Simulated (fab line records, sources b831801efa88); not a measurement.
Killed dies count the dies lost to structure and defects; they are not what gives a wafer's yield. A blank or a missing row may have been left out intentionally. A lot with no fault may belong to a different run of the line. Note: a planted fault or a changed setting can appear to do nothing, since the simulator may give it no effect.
Tool commonality check / flow sky130 / 33 wafers sampled across 11 lots

== WHAT PROMPTED THE OPENING ==
Of 11 lots, 2 have the reading PASSIVATION_CVD_02_THK flagged at SKY_PASSIVATION_THK_MEAS_03. No-fault wafers: 541 nm, standard deviation 6.7.
Rule: flag the lot when none of its wafers has a number, or when each of its wafers that has one lies beyond 4 standard deviations from that mean. The rest of the lots are taken to be sound.

lot=L950; measured=day 43 09:02; on=film_metro-03; PASSIVATION_CVD_02_THK (nm), wafer by wafer=531 534 543; flag=
lot=L951; measured=day 44 04:42; on=film_metro-03; PASSIVATION_CVD_02_THK (nm), wafer by wafer=532 529 545; flag=
lot=L953; measured=day 45 01:55; on=film_metro-01; PASSIVATION_CVD_02_THK (nm), wafer by wafer=536 546 537; flag=
lot=L955; measured=day 45 18:46; on=film_metro-03; PASSIVATION_CVD_02_THK (nm), wafer by wafer=542 552 552; flag=
lot=L956; measured=day 46 06:20; on=film_metro-02; PASSIVATION_CVD_02_THK (nm), wafer by wafer=537 550 551; flag=
lot=L958; measured=day 46 07:49; on=film_metro-01; PASSIVATION_CVD_02_THK (nm), wafer by wafer=601 600 611; flag=FLAGGED
lot=L959; measured=day 46 13:24; on=film_metro-01; PASSIVATION_CVD_02_THK (nm), wafer by wafer=532 529 545; flag=
lot=L963; measured=day 47 19:54; on=film_metro-02; PASSIVATION_CVD_02_THK (nm), wafer by wafer=538 545 546; flag=
lot=L961; measured=day 48 00:43; on=film_metro-03; PASSIVATION_CVD_02_THK (nm), wafer by wafer=600 607 605; flag=FLAGGED
lot=L970; measured=day 49 01:32; on=film_metro-02; PASSIVATION_CVD_02_THK (nm), wafer by wafer=533 534 542; flag=
lot=L971; measured=day 49 02:27; on=film_metro-02; PASSIVATION_CVD_02_THK (nm), wafer by wafer=536 549 545; flag=
The mean of the flagged lots' numbers is 604 nm, +63 nm from the usual (+9 standard deviations).

== TOOL THAT RAN EACH LOT ==
3 process steps preceding the reading are held in the record, out of 708 steps in the route. Every cell lists first the tool, next ch and the chambers used by the sampled wafers, and last the start.
lot=L950; flag=; SKY_CAP2M_STRIP_14=plasma_asher-01 ch 0,1, day 40 05:29; SKY_VIA4_CMP_21=cmp-01 ch 0,2,3, day 42 07:59; SKY_PASSIVATION_CVD_02=pecvd-04 ch 0,1,2, day 43 08:49
lot=L951; flag=; SKY_CAP2M_STRIP_14=plasma_asher-03 ch 0,1, day 41 03:07; SKY_VIA4_CMP_21=cmp-02 ch 1,2,3, day 43 04:58; SKY_PASSIVATION_CVD_02=pecvd-04 ch 1,2, day 44 04:28
lot=L953; flag=; SKY_CAP2M_STRIP_14=plasma_asher-03 ch 0,1, day 42 01:31; SKY_VIA4_CMP_21=cmp-02 ch 1,2, day 44 03:13; SKY_PASSIVATION_CVD_02=pecvd-01 ch 0,2, day 45 01:41
lot=L955; flag=; SKY_CAP2M_STRIP_14=plasma_asher-01 ch 0,1, day 42 19:06; SKY_VIA4_CMP_21=cmp-02 ch 0,3, day 44 19:58; SKY_PASSIVATION_CVD_02=pecvd-01 ch 0,2, day 45 18:32
lot=L956; flag=; SKY_CAP2M_STRIP_14=plasma_asher-01 ch 0,1, day 43 09:55; SKY_VIA4_CMP_21=cmp-01 ch 1,3, day 45 07:51; SKY_PASSIVATION_CVD_02=pecvd-04 ch 0,1,2, day 46 06:07
lot=L958; flag=FLAGGED; SKY_CAP2M_STRIP_14=plasma_asher-03 ch 0, day 43 10:32; SKY_VIA4_CMP_21=cmp-01 ch 0,1, day 45 09:08; SKY_PASSIVATION_CVD_02=pecvd-01 ch 0,1,2, day 46 07:35
lot=L959; flag=; SKY_CAP2M_STRIP_14=plasma_asher-03 ch 0,1, day 43 14:46; SKY_VIA4_CMP_21=cmp-01 ch 0,2, day 45 14:04; SKY_PASSIVATION_CVD_02=pecvd-03 ch 1,2, day 46 13:11
lot=L963; flag=; SKY_CAP2M_STRIP_14=plasma_asher-03 ch 0,1, day 45 02:33; SKY_VIA4_CMP_21=cmp-02 ch 0,1, day 46 22:58; SKY_PASSIVATION_CVD_02=pecvd-04 ch 0,1, day 47 19:40
lot=L961; flag=FLAGGED; SKY_CAP2M_STRIP_14=plasma_asher-01 ch 0,1, day 45 06:31; SKY_VIA4_CMP_21=cmp-02 ch 0,1,3, day 47 03:08; SKY_PASSIVATION_CVD_02=pecvd-01 ch 0,1,2, day 48 00:30
lot=L970; flag=; SKY_CAP2M_STRIP_14=plasma_asher-03 ch 0,1, day 46 10:34; SKY_VIA4_CMP_21=cmp-01 ch 0,2,3, day 48 05:51; SKY_PASSIVATION_CVD_02=pecvd-04 ch 0,2, day 49 01:19
lot=L971; flag=; SKY_CAP2M_STRIP_14=plasma_asher-03 ch 0,1, day 46 11:19; SKY_VIA4_CMP_21=cmp-01 ch 1,2, day 48 06:43; SKY_PASSIVATION_CVD_02=pecvd-03 ch 0,2, day 49 02:13
What these steps do:
- SKY_CAP2M_STRIP_14: strips in O2/N2.
- SKY_VIA4_CMP_21: polishes, stops on SiO2, t overpolish 25 s, target thk 0 nm.
- SKY_PASSIVATION_CVD_02: deposits Si3N4, target thk 540 nm.
- SKY_PASSIVATION_THK_MEAS_03

== FLAGGED OVER TOTAL, TOOL BY TOOL (the gauges that took the reading come last) ==
step=SKY_CAP2M_STRIP_14; tool=plasma_asher-01; lots run=4; flagged=1; share of the flagged lots=some; sound lots run after its first flagged lot=0
step=SKY_CAP2M_STRIP_14; tool=plasma_asher-03; lots run=7; flagged=1; share of the flagged lots=some; sound lots run after its first flagged lot=4 (L959,L963,L970,L971)
step=SKY_VIA4_CMP_21; tool=cmp-01; lots run=6; flagged=1; share of the flagged lots=some; sound lots run after its first flagged lot=3 (L959,L970,L971)
step=SKY_VIA4_CMP_21; tool=cmp-02; lots run=5; flagged=1; share of the flagged lots=some; sound lots run after its first flagged lot=0
step=SKY_PASSIVATION_CVD_02; tool=pecvd-01; lots run=4; flagged=2; share of the flagged lots=all; sound lots run after its first flagged lot=0
step=SKY_PASSIVATION_CVD_02; tool=pecvd-03; lots run=2; flagged=0; share of the flagged lots=none; sound lots run after its first flagged lot=-
step=SKY_PASSIVATION_CVD_02; tool=pecvd-04; lots run=5; flagged=0; share of the flagged lots=none; sound lots run after its first flagged lot=-
step=SKY_PASSIVATION_THK_MEAS_03; tool=film_metro-01; lots run=3; flagged=1; share of the flagged lots=some; sound lots run after its first flagged lot=1 (L959)
step=SKY_PASSIVATION_THK_MEAS_03; tool=film_metro-02; lots run=4; flagged=0; share of the flagged lots=none; sound lots run after its first flagged lot=-
step=SKY_PASSIVATION_THK_MEAS_03; tool=film_metro-03; lots run=4; flagged=1; share of the flagged lots=some; sound lots run after its first flagged lot=0

== WHAT THE TABLE ALLOWS ==
All flagged lots share 1 row of the table, namely pecvd-01 at SKY_PASSIVATION_CVD_02.
- pecvd-01 at SKY_PASSIVATION_CVD_02: 2 of its 4 lots flagged. It ran its last sound lot, L955, at day 45 18:32 and its first flagged lot, L958, at day 46 07:35: a fault with its onset between the two fits. Its own readings lie more than 4 standard deviations out on every wafer of the flagged lots: rf_fwd_power_W.
pecvd-01 at SKY_PASSIVATION_CVD_02 is the single tool remaining.

== WHAT WAS PUT IN BY THE SIMULATOR ==
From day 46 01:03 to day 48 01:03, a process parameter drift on pecvd-01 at SKY_PASSIVATION_CVD_02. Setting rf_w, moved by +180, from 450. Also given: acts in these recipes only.
Struck lots among those shown: L958, L961. The rule above reached the same finding.
